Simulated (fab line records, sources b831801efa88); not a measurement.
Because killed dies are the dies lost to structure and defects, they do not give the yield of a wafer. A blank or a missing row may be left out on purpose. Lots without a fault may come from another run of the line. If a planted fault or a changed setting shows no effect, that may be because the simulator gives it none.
What tool caused it? | flow gf180mcu | 11 lots, 33 wafers sampled, at 5 steps of a route of 602

== WHAT THE GAUGES SHOWED, per wafer ==
GF_CONTACT_THK_MEAS_03.
lot  | measured     | on            | CONTACT_CVD_02_THK (nm)
L823 | day 15 23:49 | film_metro-04 | 839 835 855
L826 | day 17 00:08 | film_metro-03 | 837 854 868
L827 | day 17 09:02 | film_metro-04 | 856 875 862
L831 | day 18 18:39 | film_metro-04 | 854 867 867
L835 | day 20 07:32 | film_metro-01 | 851 864 870
L838 | day 21 07:44 | film_metro-04 | 848 845 861
L839 | day 21 17:39 | film_metro-03 | 841 855 853
L840 | day 22 02:27 | film_metro-04 | 859 861 868
L841 | day 22 05:01 | film_metro-04 | 859 866 853
L843 | day 22 21:32 | film_metro-01 | 850 871 860
L844 | day 23 06:49 | film_metro-04 | 851 860 874

GF_V1_THK_MEAS_03.
lot  | measured     | on            | V1_CVD_02_THK (nm)
L823 | day 18 00:07 | film_metro-02 | 836 851 838
L831 | day 20 22:10 | film_metro-02 | 846 858 867
L835 | day 22 10:18 | film_metro-01 | 845 834 846
L838 | day 23 09:17 | film_metro-01 | 838 859 862
L839 | day 23 18:20 | film_metro-02 | 857 863 850
L840 | day 24 02:43 | film_metro-02 | 848 847 832
L841 | day 24 05:41 | film_metro-03 | 848 853 857
L843 | day 24 20:52 | film_metro-01 | 842 852 852
L844 | day 25 06:11 | film_metro-03 | 835 870 871

== EACH LOT AND THE TOOL THAT RAN IT (in order: tool; ch and the chambers of the sampled wafers; start) ==
lot  | GF_CONTACT_SPUTTER_23        | GF_M1_METAL_ETCH_16               | GF_M1_STRIP_17
L823 | pvd_sputter-03, day 16 23:30 | rie_metal-03 ch 0,1, day 17 23:13 | plasma_asher-01 ch 0,1, day 17 23:21
L826 | pvd_sputter-02, day 18 00:40 | rie_metal-04 ch 1, day 19 01:18   | plasma_asher-03 ch 0,1, day 19 01:30
L827 | pvd_sputter-01, day 18 09:20 | rie_metal-01 ch 0,1, day 19 11:10 | plasma_asher-01 ch 0,1, day 19 11:17
L831 | pvd_sputter-03, day 19 20:47 | rie_metal-03 ch 0,1, day 20 21:19 | plasma_asher-02 ch 0,1, day 20 21:26
L835 | pvd_sputter-03, day 21 08:52 | rie_metal-04 ch 1, day 22 09:19   | plasma_asher-03 ch 0,1, day 22 09:34
L838 | pvd_sputter-02, day 22 08:29 | rie_metal-03 ch 0,1, day 23 08:22 | plasma_asher-01 ch 0,1, day 23 08:30
L839 | pvd_sputter-03, day 22 18:05 | rie_metal-04 ch 0, day 23 17:26   | plasma_asher-01 ch 0,1, day 23 17:36
L840 | pvd_sputter-01, day 23 02:25 | rie_metal-01 ch 0,1, day 24 01:43 | plasma_asher-03 ch 0,1, day 24 01:50
L841 | pvd_sputter-03, day 23 05:03 | rie_metal-04 ch 0,1, day 24 04:43 | plasma_asher-02 ch 0,1, day 24 04:51
L843 | pvd_sputter-02, day 23 21:12 | rie_metal-01 ch 0,1, day 24 19:58 | plasma_asher-02 ch 0, day 24 20:05
L844 | pvd_sputter-03, day 24 06:41 | rie_metal-04 ch 0,1, day 25 05:19 | plasma_asher-03 ch 0,1, day 25 05:27
- GF_CONTACT_SPUTTER_23: material TiN, target thk 10 nm, time 40 s.
- GF_M1_METAL_ETCH_16: etches the open film in Cl2/BCl3, stops on SiO2, target depth 750.8 nm, time 125.1 s.
- GF_M1_STRIP_17: strips in O2/N2.

== WHAT THE TOOLS THEMSELVES READ (means of the sampled wafers that have a number; where no wafer has one, the mark that the record gives instead) ==
GF_CONTACT_SPUTTER_23.
lot  | tool           | throttle_valve_pct (%)
L823 | pvd_sputter-03 | 30.5
L826 | pvd_sputter-02 | 30.1
L827 | pvd_sputter-01 | 30.5
L831 | pvd_sputter-03 | 30.3
L835 | pvd_sputter-03 | 29.8
L838 | pvd_sputter-02 | 29.9
L839 | pvd_sputter-03 | 30.1
L840 | pvd_sputter-01 | 30.2
L841 | pvd_sputter-03 | 29.7
L843 | pvd_sputter-02 | 29.7
L844 | pvd_sputter-03 | 30.4

GF_M1_METAL_ETCH_16.
lot  | tool         | bcl3_flow_sccm (sccm) | bias_w (W) | drypump_motor_current_A (A) | oes_product_au (a.u.) | throttle_valve_pct (%)
L823 | rie_metal-03 | 39.90                 | 142.7      | 5.7                         | 0.988                 | 28.227
L826 | rie_metal-04 | -                     | -          | -                           | -                     | -
L827 | rie_metal-01 | -                     | -          | -                           | -                     | -
L831 | rie_metal-03 | 40.05                 | 141.9      | 5.7                         | 0.995                 | 28.219
L835 | rie_metal-04 | 39.99                 | 142.6      | 5.9                         | 0.990                 | 28.228
L838 | rie_metal-03 | 39.98                 | 142.4      | 5.7                         | 0.989                 | 28.226
L839 | rie_metal-04 | 40.07                 | 141.5      | 5.3                         | 0.995                 | 28.227
L840 | rie_metal-01 | 40.06                 | 142.3      | 5.2                         | 0.994                 | 28.227
L841 | rie_metal-04 | 39.91                 | 142.1      | 5.7                         | 0.989                 | 28.237
L843 | rie_metal-01 | 40.04                 | 141.6      | 5.5                         | 0.983                 | 28.224
L844 | rie_metal-04 | 40.04                 | 142.8      | 5.5                         | 0.987                 | 28.231

GF_M1_STRIP_17.
lot  | tool            | drypump_motor_current_A (A) | heater_power_w (W) | n2_flow_sccm (sccm) | oes_product_au (a.u.) | strip_time_to_endpoint_s (s)
L823 | plasma_asher-01 | 6.5                         | 351                | 300.1               | 0.541                 | 7.36
L826 | plasma_asher-03 | 5.1                         | 340                | 300.5               | 0.658                 | 10.23
L827 | plasma_asher-01 | 6.5                         | 358                | 300.1               | 0.662                 | 10.17
L831 | plasma_asher-02 | 6.1                         | 341                | 299.9               | 0.537                 | 7.35
L835 | plasma_asher-03 | 5.0                         | 342                | 299.3               | 0.537                 | 7.40
L838 | plasma_asher-01 | 6.6                         | 358                | 298.8               | 0.537                 | 7.38
L839 | plasma_asher-01 | 6.5                         | 359                | 300.1               | 0.535                 | 7.30
L840 | plasma_asher-03 | 5.0                         | 344                | 300.4               | 0.541                 | 7.41
L841 | plasma_asher-02 | 6.1                         | 339                | 299.2               | 0.537                 | 7.42
L843 | plasma_asher-02 | 6.0                         | 294                | 300.7               | 0.539                 | 7.40
L844 | plasma_asher-03 | 5.0                         | 346                | 300.2               | 0.541                 | 7.45

== THE ANSWER, worked out from the rows above alone ==
Rule: the usual values come from the lots themselves. The widest of any qualifying gaps counts: lots, ordered by their means at a reading, are off when they make up no more than a third of the lots, leave a main group of 4 or more, and stand apart from it by 3 or more times the standard deviation of that group's means. A main group is skipped when, at the precision printed for the reading in the tables above, its means are all equal. A lot without any number at a reading at which 4 lots or more have one is off too. The other lots that the step has rows for count as sound. After the gauges, taken in route order, come the tools' own readings; for these a lot's mean is taken, as printed above. At the first step where some lot is off, the reading lying furthest off is the one used; lots without a number count as furthest.
Off: L826, L827 (GF_M1_METAL_ETCH_16, bcl3_flow_sccm). Without a number there: L826, L827. Mean 40.00 sccm and standard deviation 0.06 in the main group.
A tool fits if, at that step or a process step before it, it ran every lot that is off, and no sound lot after the first of them. Of those tried, none fits.

== WHAT THE SIMULATOR PUT IN ==
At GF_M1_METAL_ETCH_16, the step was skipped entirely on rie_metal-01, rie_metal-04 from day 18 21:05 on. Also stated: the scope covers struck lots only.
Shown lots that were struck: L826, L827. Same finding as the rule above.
